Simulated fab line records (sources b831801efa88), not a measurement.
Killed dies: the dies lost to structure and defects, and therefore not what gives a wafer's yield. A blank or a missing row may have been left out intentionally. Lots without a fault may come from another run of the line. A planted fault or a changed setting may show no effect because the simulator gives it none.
fab line records ; flow sky130
record: lots: 12; wafers: 36; last_day: 50
route steps=708 shown LI_CONTACT@381 LOCAL_INTERCONNECT@389 PAD_OPEN@708
lots that met no fault: taken from a fault-free run of the same line
start_h: hours from the record's opening day to when the first of the lot's shown wafers began ; wait_h: hours since the lot's step before ; " identical to the entry in the row above ; L1.1+2: one row covering several wafers at once ; - value missing, or start not given ; * or withheld: withheld ; < > ~ a bound
route shown NAME@n: names a module that has steps shown in the file, with the first one's number in the route ; usual: mean/standard deviation taken from wafers without a fault ; same: alike in all rows ; chamber/n: place in a boat ; sites: the reading at each site ; _std_site: how widely they spread, as a standard deviation ; _edge_site: outer sites' mean less inner sites' ; radius_mm: for every site, how far away it sits from the centre of the wafer ; mask NAME#n: copy n ; behind: the most recent tool/chamber to have shaped the wafer ; hold: cause of the lot's hold/its duration in hours/its outcome ; device: transistor that didn't switch, given as n, p or np ; end of line: tests of these same wafers at the route's end ; a step given without rows: its recipe and nothing more ; killed: the dies lost at the first sort to structure and to defects; this is not the yield of the wafer ; map: a wafer's dies, x killed, . not, _ none there
set.NAME: the setting that was run; set.NAME@STEP: the one run at that earlier step ; model.NAME: the simulator's own value behind a step, which no gauge read
a sample of lots followed through the steps of the route, with each step as a table and each wafer as a row
services: from which hour (start_h, from the record's first day; less than 0 if before it) a tool's chamber was out of use, for how many hours, and why
== steps ==
step: SKY_LI_CONTACT_SPUTTER_19
recipe: material: Ti; target_thk_nm: 20; chamber_pressure_pa: 5; power_w: 2500; substrate_temp_c: 200; time_s: 106.37
usual: throttle_valve_pct: 29.8/1.3
lot.wafer;tool;chamber;start_h;wait_h;throttle_valve_pct
L863.1;pvd_sputter-03;-;657.26;0.0;31.5
L863.4;pvd_sputter-03;-;657.26;0.0;30.5
L863.6;pvd_sputter-03;-;657.26;0.0;31.2
L865.1;pvd_sputter-01;-;688.65;0.0;30.0
L865.2;pvd_sputter-01;-;688.65;0.0;29.2
L865.4;pvd_sputter-01;-;688.65;0.0;31.2
L868.1;pvd_sputter-04;-;714.15;0.0;30.4
L868.2;pvd_sputter-04;-;714.15;0.0;29.9
L868.6;pvd_sputter-04;-;714.15;0.0;30.2
L872.1;pvd_sputter-04;-;761.41;0.0;30.3
L872.2;pvd_sputter-04;-;761.41;0.0;30.1
L872.4;pvd_sputter-04;-;761.41;0.0;28.0
L873.1;pvd_sputter-01;-;767.95;0.0;31.2
L873.2;pvd_sputter-01;-;767.95;0.0;31.4
L873.4;pvd_sputter-01;-;767.95;0.0;29.4
L874.1;pvd_sputter-04;-;768.96;0.0;28.0
L874.2;pvd_sputter-04;-;768.96;0.0;30.2
L874.3;pvd_sputter-04;-;768.96;0.0;30.5
L876.4;pvd_sputter-04;-;777.42;0.0;30.2
L876.5;pvd_sputter-04;-;777.42;0.0;30.2
L876.6;pvd_sputter-04;-;777.42;0.0;29.8
L875.2;pvd_sputter-01;-;780.73;0.0;29.1
L875.4;pvd_sputter-01;-;780.73;0.0;30.9
L875.6;pvd_sputter-01;-;780.73;0.0;29.0
L882.1;pvd_sputter-04;-;822.96;0.0;30.4
L882.4;pvd_sputter-04;-;822.96;0.0;27.9
L882.5;pvd_sputter-04;-;822.96;0.0;28.1
L884.2;pvd_sputter-03;-;837.25;0.0;30.6
L884.3;pvd_sputter-03;-;837.25;0.0;26.4
L884.4;pvd_sputter-03;-;837.25;0.0;29.7
L885.1;pvd_sputter-04;-;845.83;0.0;27.9
L885.5;pvd_sputter-04;-;845.83;0.0;29.9
L885.6;pvd_sputter-04;-;845.83;0.0;30.2
L886.1;pvd_sputter-04;-;854.80;0.0;28.1
L886.4;pvd_sputter-04;-;854.80;0.0;30.5
L886.6;pvd_sputter-04;-;854.80;0.0;27.9
step: SKY_LI_CONTACT_THK_MEAS_23
recipe: thk_meas_gauge: xrf; reads: W_of_LI_CONTACT_CVD_21
usual: LI_CONTACT_W_THK: 387/6.6
lot.wafer;tool;chamber;start_h;wait_h;LI_CONTACT_W_THK[nm]
L863.1;film_metro-04;-;657.64;0.1;393
L863.4;film_metro-04;-;657.64;0.1;389
L863.6;film_metro-04;-;657.64;0.1;382
L865.1;film_metro-04;-;689.04;0.1;387
L865.2;film_metro-04;-;689.04;0.1;397
L865.4;film_metro-04;-;689.04;0.1;390
L868.1;film_metro-01;-;714.53;0.1;386
L868.2;film_metro-01;-;714.53;0.1;393
L868.6;film_metro-01;-;714.53;0.1;391
L872.1;film_metro-03;-;761.80;0.1;397
L872.2;film_metro-03;-;761.80;0.1;392
L872.4;film_metro-03;-;761.80;0.1;396
L873.1;film_metro-01;-;768.33;0.1;386
L873.2;film_metro-01;-;768.33;0.1;386
L873.4;film_metro-01;-;768.33;0.1;387
L874.1;film_metro-04;-;769.34;0.1;388
L874.2;film_metro-04;-;769.34;0.1;385
L874.3;film_metro-04;-;769.34;0.1;392
L876.4;film_metro-03;-;777.83;0.1;386
L876.5;film_metro-03;-;777.83;0.1;390
L876.6;film_metro-03;-;777.83;0.1;381
L875.2;film_metro-04;-;781.25;0.1;386
L875.4;film_metro-04;-;781.25;0.1;385
L875.6;film_metro-04;-;781.25;0.1;382
L882.1;film_metro-01;-;823.34;0.1;393
L882.4;film_metro-01;-;823.34;0.1;392
L882.5;film_metro-01;-;823.34;0.1;391
L884.2;film_metro-03;-;837.64;0.1;370
L884.3;film_metro-03;-;837.64;0.1;371
L884.4;film_metro-03;-;837.64;0.1;377
L885.1;film_metro-01;-;846.21;0.1;394
L885.5;film_metro-01;-;846.21;0.1;389
L885.6;film_metro-01;-;846.21;0.1;394
L886.1;film_metro-03;-;855.18;0.1;389
L886.4;film_metro-03;-;855.18;0.1;395
L886.6;film_metro-03;-;855.18;0.1;384
step: SKY_LOCAL_INTERCONNECT_THK_MEAS_02
recipe: thk_meas_gauge: xrf; reads: TiN_of_LOCAL_INTERCONNECT_SPUTTER_00
usual: LOCAL_INTERCONNECT_TIN_THK: 99.8/1.3
lot.wafer;tool;chamber;start_h;wait_h;LOCAL_INTERCONNECT_TIN_THK[nm]
L863.1;film_metro-03;-;658.18;0.1;99.7
L863.4;film_metro-03;-;658.18;0.1;98.9
L863.6;film_metro-03;-;658.18;0.1;99.4
L865.1;film_metro-04;-;689.59;0.1;99.4
L865.2;film_metro-04;-;689.59;0.1;102.9
L865.4;film_metro-04;-;689.59;0.1;102.7
L868.1;film_metro-02;-;715.73;0.1;101.6
L868.2;film_metro-02;-;715.73;0.1;101.6
L868.6;film_metro-02;-;715.73;0.1;101.1
L872.1;film_metro-04;-;762.34;0.1;100.5
L872.2;film_metro-04;-;762.34;0.1;100.5
L872.4;film_metro-04;-;762.34;0.1;100.1
L873.1;film_metro-02;-;768.87;0.1;97.3
L873.2;film_metro-02;-;768.87;0.1;97.3
L873.4;film_metro-02;-;768.87;0.1;97.5
L874.1;film_metro-04;-;769.88;0.1;100.0
L874.2;film_metro-04;-;769.88;0.1;98.3
L874.3;film_metro-04;-;769.88;0.1;99.3
L876.4;film_metro-03;-;778.38;0.1;99.7
L876.5;film_metro-03;-;778.38;0.1;98.4
L876.6;film_metro-03;-;778.38;0.1;98.7
L875.2;film_metro-03;-;781.79;0.1;99.2
L875.4;film_metro-03;-;781.79;0.1;96.2
L875.6;film_metro-03;-;781.79;0.1;98.9
L882.1;film_metro-02;-;823.88;0.1;98.6
L882.4;film_metro-02;-;823.88;0.1;100.8
L882.5;film_metro-02;-;823.88;0.1;100.0
L884.2;film_metro-02;-;838.18;0.1;98.9
L884.3;film_metro-02;-;838.18;0.1;99.5
L884.4;film_metro-02;-;838.18;0.1;100.4
L885.1;film_metro-02;-;846.75;0.1;98.1
L885.5;film_metro-02;-;846.75;0.1;98.4
L885.6;film_metro-02;-;846.75;0.1;101.8
L886.1;film_metro-02;-;855.72;0.1;99.7
L886.4;film_metro-02;-;855.72;0.1;100.0
L886.6;film_metro-02;-;855.72;0.1;100.5
step: SKY_LOCAL_INTERCONNECT_METAL_ETCH_14
recipe: target_depth_nm: 110; stop_on: PSG; chemistry: Cl2/BCl3; target: TiN; resist_sidewall_deg: 88; pressure_mtorr: 10; icp_w: 900; bias_w: 48.5; Cl2_flow_sccm: 60; bcl3_flow_sccm: 30; time_s: 31.4
usual: bcl3_flow_sccm: 30.01/0.094; bias_w: 48.48/0.17; drypump_motor_current_A: 5.8/0.5; oes_product_au: 0.941/0.0077; throttle_valve_pct: 21.901/0.0098
lot.wafer;tool;chamber;start_h;wait_h;bcl3_flow_sccm;bias_w;drypump_motor_current_A;oes_product_au;rf_hours_counter_h;throttle_valve_pct
L863.1;rie_metal-01;1;685.75;0.0;30.04;48.54;5.0;0.938;13;21.911
L863.4;rie_metal-01;0;685.75;0.0;30.01;48.56;6.3;0.945;-;21.900
L863.6;rie_metal-01;1;685.75;0.0;30.25;48.57;5.0;0.942;-;21.894
L865.1;rie_metal-04;1;717.15;0.0;30.06;48.75;6.0;0.942;3;21.912
L865.2;rie_metal-04;0;717.15;0.0;29.85;48.36;6.2;0.950;14;21.889
L865.4;rie_metal-04;0;717.15;0.0;29.87;48.52;6.2;0.963;-;21.895
L868.1;rie_metal-02;0;742.90;0.0;30.21;48.46;6.3;0.952;10;21.902
L868.2;rie_metal-02;1;742.90;0.0;29.85;48.36;5.4;0.952;4;21.902
L868.6;rie_metal-02;0;742.90;0.0;29.92;48.22;6.3;0.944;-;21.902
L872.1;rie_metal-02;1;790.29;0.0;-;-;-;-;-;-
L872.2;rie_metal-02;0;790.29;0.0;-;-;-;-;-;-
L872.4;rie_metal-02;1;790.29;0.0;-;-;-;-;-;-
L873.1;rie_metal-01;1;795.54;0.0;-;-;-;-;-;-
L873.2;rie_metal-01;0;795.54;0.0;-;-;-;-;-;-
L873.4;rie_metal-01;1;795.54;0.0;-;-;-;-;-;-
L874.1;rie_metal-02;0;796.49;0.0;-;-;-;-;-;-
L874.2;rie_metal-02;1;796.49;0.0;-;-;-;-;-;-
L874.3;rie_metal-02;0;796.49;0.0;-;-;-;-;-;-
L876.4;rie_metal-02;1;805.11;0.0;30.08;48.55;5.4;0.937;-;21.899
L876.5;rie_metal-02;0;805.11;0.0;29.99;48.74;6.3;0.931;-;21.891
L876.6;rie_metal-02;1;805.11;0.0;30.04;48.97;5.4;0.930;-;21.905
L875.2;rie_metal-04;1;808.84;0.0;30.01;48.26;6.0;0.935;6;21.896
L875.4;rie_metal-04;0;808.84;0.0;29.91;48.66;6.2;0.925;-;21.921
L875.6;rie_metal-04;0;808.84;0.0;30.01;48.51;6.2;0.934;-;21.893
L882.1;rie_metal-01;0;852.02;0.1;30.05;48.79;6.3;0.935;5;21.907
L882.4;rie_metal-01;1;852.02;0.1;30.09;48.82;5.0;0.945;-;21.905
L882.5;rie_metal-01;0;852.02;0.1;30.06;48.74;6.3;0.948;-;21.898
L884.2;rie_metal-01;0;866.74;0.0;29.88;48.31;6.3;0.933;5;21.910
L884.3;rie_metal-01;0;866.74;0.0;29.96;48.34;6.3;0.940;-;21.907
L884.4;rie_metal-01;1;866.74;0.0;29.93;48.14;5.0;0.949;-;21.900
L885.1;rie_metal-02;0;874.45;0.0;30.03;48.56;6.3;0.939;15;21.901
L885.5;rie_metal-02;1;874.45;0.0;30.15;48.25;5.4;0.938;-;21.904
L885.6;rie_metal-02;0;874.45;0.0;30.10;48.40;6.3;0.953;-;21.889
L886.1;rie_metal-01;1;883.80;0.0;30.09;48.35;5.0;0.940;3;21.883
L886.4;rie_metal-01;0;883.80;0.0;30.12;48.51;6.3;0.939;-;21.901
L886.6;rie_metal-01;1;883.80;0.0;30.06;48.18;5.0;0.940;-;21.899
step: SKY_LOCAL_INTERCONNECT_STRIP_15
recipe: chemistry: O2/N2; power_w: 1400; pressure_mtorr: 1500; platen_temp_c: withheld; o2_flow_sccm: 3000; n2_flow_sccm: 300; overash_fraction: 0.5
usual: drypump_motor_current_A: 5.6/0.53; oes_product_au: 0.427/0.005; strip_time_to_endpoint_s: 4.731/0.026
lot.wafer;tool;chamber;start_h;wait_h;drypump_motor_current_A;oes_product_au;rf_hours_counter_h;strip_time_to_endpoint_s
L863.1;plasma_asher-04;0;685.80;0.0;6.8;0.423;89;4.739
L863.4;plasma_asher-04;1;685.80;0.0;5.3;0.427;-;4.736
L863.6;plasma_asher-04;1;685.80;0.0;5.3;0.422;-;4.724
L865.1;plasma_asher-03;0;717.20;0.0;5.9;0.430;101;4.717
L865.2;plasma_asher-03;1;717.20;0.0;5.3;0.422;101;4.707
L865.4;plasma_asher-03;1;717.20;0.0;5.3;0.424;-;4.661
L868.1;plasma_asher-03;1;742.95;0.0;5.3;0.431;0;4.762
L868.2;plasma_asher-03;0;742.95;0.0;5.8;0.426;0;4.718
L868.6;plasma_asher-03;0;742.95;0.0;5.8;0.424;-;4.770
L872.1;plasma_asher-03;0;790.34;0.0;5.8;0.444;4;5.202
L872.2;plasma_asher-03;1;790.34;0.0;5.3;0.446;4;5.205
L872.4;plasma_asher-03;0;790.34;0.0;5.9;0.450;-;5.206
L873.1;plasma_asher-01;0;795.59;0.0;5.2;0.444;34;5.223
L873.2;plasma_asher-01;1;795.59;0.0;5.5;0.451;34;5.196
L873.4;plasma_asher-01;1;795.59;0.0;5.5;0.443;-;5.208
L874.1;plasma_asher-03;1;796.54;0.0;5.3;0.447;5;5.215
L874.2;plasma_asher-03;0;796.54;0.0;5.8;0.446;5;5.199
L874.3;plasma_asher-03;1;796.54;0.0;5.3;0.446;-;5.212
L876.4;plasma_asher-04;0;805.18;0.1;6.8;0.427;-;4.724
L876.5;plasma_asher-04;1;805.18;0.1;5.3;0.417;-;4.729
L876.6;plasma_asher-04;0;805.18;0.1;6.8;0.426;-;4.696
L875.2;plasma_asher-03;1;808.89;0.0;5.4;0.422;6;4.740
L875.4;plasma_asher-03;0;808.89;0.0;5.9;0.427;-;4.707
L875.6;plasma_asher-03;0;808.89;0.0;5.8;0.432;-;4.706
L882.1;plasma_asher-04;1;852.09;0.0;5.3;0.431;106;4.732
L882.4;plasma_asher-04;0;852.09;0.0;6.8;0.418;-;4.761
L882.5;plasma_asher-04;0;852.09;0.0;6.8;0.423;-;4.764
L884.2;plasma_asher-01;1;866.79;0.0;5.5;0.424;41;4.754
L884.3;plasma_asher-01;0;866.79;0.0;5.2;0.414;-;4.748
L884.4;plasma_asher-01;1;866.79;0.0;5.5;0.429;-;4.774
L885.1;plasma_asher-01;1;874.50;0.0;5.4;0.429;41;4.751
L885.5;plasma_asher-01;1;874.50;0.0;5.4;0.426;-;4.706
L885.6;plasma_asher-01;0;874.50;0.0;5.2;0.430;-;4.738
L886.1;plasma_asher-04;0;883.85;0.0;6.8;0.432;110;4.721
L886.4;plasma_asher-04;0;883.85;0.0;6.8;0.433;-;4.722
L886.6;plasma_asher-04;1;883.85;0.0;5.3;0.436;-;4.741
step: SKY_PAD_OPEN_PROBE_99
usual: killed_at_M0_to_M3: 43/6.6; killed_at_M4_up: 3.2/1.9; killed_at_contacts: 25/5.3; killed_at_front_end: 16/4.5; killed_at_other: 0.3/0.63; killed_dies: 87/8.9; killed_on_rim: 17/3.7; killed_open: 48/7.9; killed_short: 39/5.3
same: gross_dies: 492; killed_at_back_side: 0
lot.wafer;tool;chamber;start_h;wait_h;killed_at_M0_to_M3;killed_at_M4_up;killed_at_contacts;killed_at_front_end;killed_at_other;killed_dies;killed_on_rim;killed_open;killed_short
L872.1;prober-02;-;1139.50;0.1;39;3;433;17;0;492;96;35;46
L872.2;prober-02;-;1139.55;0.1;44;3;433;12;0;492;96;44;33
L872.4;prober-02;-;1139.65;0.2;48;3;424;17;0;492;96;55;35
L873.1;prober-01;-;1143.00;0.1;44;0;435;13;0;492;96;38;40
L873.2;prober-01;-;1143.05;0.1;42;1;437;11;1;492;96;42;30
L873.4;prober-01;-;1143.15;0.2;39;3;441;9;0;492;96;53;30
L874.1;prober-02;-;1148.25;0.1;29;7;441;15;0;492;96;40;45
L874.2;prober-02;-;1148.30;0.1;29;3;450;10;0;492;96;41;29
L874.3;prober-02;-;1148.35;0.2;46;4;422;20;0;492;96;56;42
killed by level:class
L872.1 LOCAL_INTERCONNECT:area_etch=411 CONTACT:geometric_particle:short=8 VIA1:geometric_particle:open=8 FIELD_ISO:geometric_particle:short=6 VIA1:geometric_particle:short=6 METAL1:geometric_particle:short=5 VIA3:geometric_particle:open=5 LI_CONTACT:geometric_particle:open=4
L872.2 LOCAL_INTERCONNECT:area_etch=415 VIA3:geometric_particle:open=12 CONTACT:geometric_particle:open=8 METAL1:geometric_particle:short=7 VIA2:geometric_particle:open=6 VIA1:geometric_particle:short=6 VIA1:geometric_particle:open=5 FIELD_ISO:geometric_particle:open=4
L872.4 LOCAL_INTERCONNECT:area_etch=402 VIA3:geometric_particle:open=14 VIA1:geometric_particle:open=10 LI_CONTACT:geometric_particle:open=8 CONTACT:geometric_particle:open=7 METAL1:geometric_particle:short=7 VIA1:geometric_particle:short=7 POLY_GATE:geometric_particle:open=6
L873.1 LOCAL_INTERCONNECT:area_etch=414 VIA1:geometric_particle:open=12 VIA3:geometric_particle:short=7 CONTACT:geometric_particle:open=6 METAL3:geometric_particle:short=6 VIA2:geometric_particle:open=6 LI_CONTACT:geometric_particle:short=5 FIELD_ISO:geometric_particle:short=4
L873.2 LOCAL_INTERCONNECT:area_etch=420 VIA1:geometric_particle:open=10 CONTACT:geometric_particle:open=8 VIA3:geometric_particle:open=6 METAL1:geometric_particle:short=5 VIA1:geometric_particle:short=5 POLY_GATE:geometric_particle:open=4 METAL2:geometric_particle:short=4
L873.4 LOCAL_INTERCONNECT:area_etch=409 CONTACT:geometric_particle:open=12 VIA2:geometric_particle:open=10 LI_CONTACT:geometric_particle:open=9 CONTACT:geometric_particle:short=6 VIA1:geometric_particle:open=6 VIA3:geometric_particle:open=5 VIA1:geometric_particle:short=5
L874.1 LOCAL_INTERCONNECT:area_etch=407 LI_CONTACT:geometric_particle:open=9 CONTACT:geometric_particle:open=9 CONTACT:geometric_particle:short=7 FIELD_ISO:geometric_particle:short=6 LOCAL_INTERCONNECT:geometric_particle:short=6 POLY_GATE:geometric_particle:short=4 VIA3:geometric_particle:short=4
L874.2 LOCAL_INTERCONNECT:area_etch=422 CONTACT:geometric_particle:open=13 VIA1:geometric_particle:open=8 CONTACT:geometric_particle:short=7 LI_CONTACT:geometric_particle:open=5 VIA2:geometric_particle:open=5 VIA3:geometric_particle:open=5 POLY_GATE:geometric_particle:short=4
L874.3 LOCAL_INTERCONNECT:area_etch=394 CONTACT:geometric_particle:open=17 VIA1:geometric_particle:open=12 VIA3:geometric_particle:open=7 FIELD_ISO:geometric_particle:short=6 METAL1:geometric_particle:short=6 FIELD_ISO:geometric_particle:open=5 CONTACT:geometric_particle:short=5
== services ==
tool;chamber;start_h;hours;kind
plasma_asher-03;-;634.46;2.0;repair
rie_metal-01;-;635.00;0.3;repair
rie_metal-01;-;635.92;4.3;pm
pvd_sputter-04;-;636.81;1.0;repair
pvd_sputter-04;-;647.86;0.6;repair
plasma_asher-01;-;649.55;16.9;repair
plasma_asher-01;-;666.47;14.6;pm
plasma_asher-03;-;669.35;0.5;repair
rie_metal-02;-;680.37;2.8;pm
rie_metal-01;-;688.33;1.4;pm
rie_metal-04;-;720.94;2.8;pm
plasma_asher-03;-;724.23;1.7;repair
plasma_asher-03;-;733.75;9.0;pm
pvd_sputter-03;-;736.56;9.0;repair
pvd_sputter-04;-;741.28;2.0;repair
plasma_asher-01;-;751.06;3.0;repair
plasma_asher-03;-;757.13;8.6;repair
rie_metal-01;-;783.87;2.3;repair
plasma_asher-03;-;802.40;3.6;repair
rie_metal-02;1;813.17;1.4;repair
pvd_sputter-01;-;828.92;1.6;repair
plasma_asher-01;-;836.20;4.3;repair
pvd_sputter-01;-;838.44;1.7;repair
rie_metal-02;-;867.04;0.4;repair
== key ==
first_sign: step: SKY_LOCAL_INTERCONNECT_METAL_ETCH_14; reading: tool_record; direction: missing
effect: step: SKY_LOCAL_INTERCONNECT_STRIP_15; reading: strip_time_to_endpoint_s; direction: up; sigmas: 18; usual: *; struck: *
effect: step: SKY_PAD_OPEN_PROBE_99; reading: killed_at_contacts; direction: up; sigmas: 77; usual: 25; struck: 435
more_kills_born_at: SKY_LOCAL_INTERCONNECT_METAL_ETCH_14@rie_metal-02: 2451; SKY_LOCAL_INTERCONNECT_METAL_ETCH_14@rie_metal-01: 1243
met_at SKY_LOCAL_INTERCONNECT_METAL_ETCH_14
struck_lots L872,L873,L874
later_rows_left_out L872.1,L872.2,L872.4,L873.1,L873.2,L873.4,L874.1,L874.2,L874.3
tester_left_out L872,L873,L874
not_acting_at SKY_LI_CONTACT_SPUTTER_19,SKY_LI_CONTACT_THK_MEAS_23,SKY_LOCAL_INTERCONNECT_THK_MEAS_02
onset_between 742.90 790.29
fault: kind: skipped_step_whole; tool: rie_metal-01,rie_metal-02; chamber: -; onset_h: 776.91; steps: SKY_LOCAL_INTERCONNECT_METAL_ETCH_14; scope: struck_lots_only
tester_left_out: of these lots the tester's yield and bins aren't shown, on N5 and GAA mostly nor the transistor test; their killed dies are dies lost to structure and defects alone, not to doping, threshold or leakage, so they don't give the yield
later_rows_left_out: the simulator's readings of these wafers behind a module that went badly wrong aren't trusted and aren't shown, but for the sort
